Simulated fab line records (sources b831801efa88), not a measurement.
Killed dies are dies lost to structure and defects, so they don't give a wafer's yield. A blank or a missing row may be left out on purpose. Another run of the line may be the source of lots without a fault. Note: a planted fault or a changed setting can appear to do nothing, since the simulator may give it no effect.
Matching of chambers ; flow gf180mcu ; 4 sister chambers for GF_HV_LDD_ETCHBACK_58 on rie diel-03
The step etches Si3N4 in CH3F/O2, stops on SiO2, time 100 s, target depth 90 nm. 14 wafers are shown with their chamber, then 7 later ones without.

WAFERS WITH THEIR CHAMBER
wafer;chamber;drypump motor current A (A);throttle valve pct (%);oes product au (a.u.)
L278.1;3;5.8;10.558;0.830
L278.2;0;5.7;10.560;0.838
L278.3;2;5.2;10.563;0.840
L280.1;0;5.7;10.551;0.852
L280.3;3;5.8;10.559;0.845
L280.6;2;5.2;10.574;0.847
L287.2;3;5.8;10.569;0.848
L287.5;0;5.7;10.568;0.840
L287.6;1;5.2;10.567;0.836
L290.2;1;5.3;10.561;0.843
L290.4;2;5.2;10.559;0.843
L290.5;2;5.2;10.564;0.841
L294.2;3;5.8;10.567;0.837
L294.4;1;5.2;10.553;0.850

SIGNATURES (averages over the wafers above)
reading;chamber 0;chamber 1;chamber 2;chamber 3;scatter within a chamber
drypump motor current A;5.700;5.233;5.200;5.800;0.0258
throttle valve pct;10.55967;10.56033;10.56500;10.56325;0.00677
oes product au;0.84333;0.84300;0.84275;0.84000;0.00663
Rule: a wafer's distance from a chamber is the root of the sum, over the readings, of the square of ((its reading less the chamber's mean) divided by the reading's scatter). If the next closest chamber is less than 2 further off than the closest, the wafer can't be placed; otherwise it belongs to the closest. How the scatter is found: for the shown wafers, subtract from each reading the mean of its chamber, square and add these, divide the total by (wafers less chambers), then take the root.

WAFERS WHOSE CHAMBER IS MISSING
wafer;drypump motor current A (A);throttle valve pct (%);oes product au (a.u.)
L294.6;5.8;10.571;0.844
L297.2;5.8;10.545;0.838
L297.3;5.7;10.546;0.839
L297.6;5.8;10.567;0.856
L301.1;5.3;10.563;0.849
L301.2;5.2;10.561;0.848
L301.6;5.3;10.556;0.847

WHICH CHAMBER EACH WENT THROUGH
wafer;from the rows above;in truth
L294.6;3;3
L297.2;can't be placed: 3 or 0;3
L297.3;0;0
L297.6;can't be placed: 3 or 0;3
L301.1;can't be placed: 1 or 2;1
L301.2;can't be placed: 2 or 1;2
L301.6;can't be placed: 1 or 2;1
Correct placement for 2 of the 7. Cannot be placed on the basis of these rows: 5; the candidates contain the true chamber in 5. Number placed wrongly: 0.
